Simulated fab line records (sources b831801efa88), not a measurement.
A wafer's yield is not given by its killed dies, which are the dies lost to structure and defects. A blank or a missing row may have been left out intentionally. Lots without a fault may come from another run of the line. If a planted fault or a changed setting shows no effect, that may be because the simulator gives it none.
Which tool is to blame? -- flow sky130 -- 6 lots, 17 wafers sampled, at 1 step of a route of 708

WHAT THE GAUGES SHOWED, per wafer
SKY_SONOS_TUNNEL_TW_MEAS_12.
lot,measured,on,SONOS_TUNNEL_TW
L152,day 12 17:08,film metro-03,198.0 199.0 198.0
L154,day 13 10:47,film metro-03,198.8 198.8 199.7
L156,day 13 21:39,film metro-01,197.8 199.0 199.3
L158,day 14 18:11,film metro-03,199.9 199.7 201.6
L160,day 15 08:00,film metro-01,200.7 200.4 201.5
L169,day 18 04:59,film metro-03,200.7 200.4

EACH LOT AND THE TOOL THAT RAN IT (in order: tool; ch and the chambers of the sampled wafers; start)
Record: no process step prior to these readings.

THE ANSWER, worked out from the rows above alone
Rule: usual is defined by the lots themselves. The widest of any qualifying gaps counts: lots, ordered by their means at a reading, are off when they make up no more than a third of the lots, leave a main group of 4 or more, and stand apart from it by 3 or more times the standard deviation of that group's means. A main group whose means are all the same, to the digits that the tables above print for the reading, isn't used. Also off: a lot with no number at a reading for which 4 or more lots have one. The other lots that the step has rows for count as sound.
None of the lots is off at any reading shown; this tells nothing.

WHAT THE SIMULATOR HAD INSERTED
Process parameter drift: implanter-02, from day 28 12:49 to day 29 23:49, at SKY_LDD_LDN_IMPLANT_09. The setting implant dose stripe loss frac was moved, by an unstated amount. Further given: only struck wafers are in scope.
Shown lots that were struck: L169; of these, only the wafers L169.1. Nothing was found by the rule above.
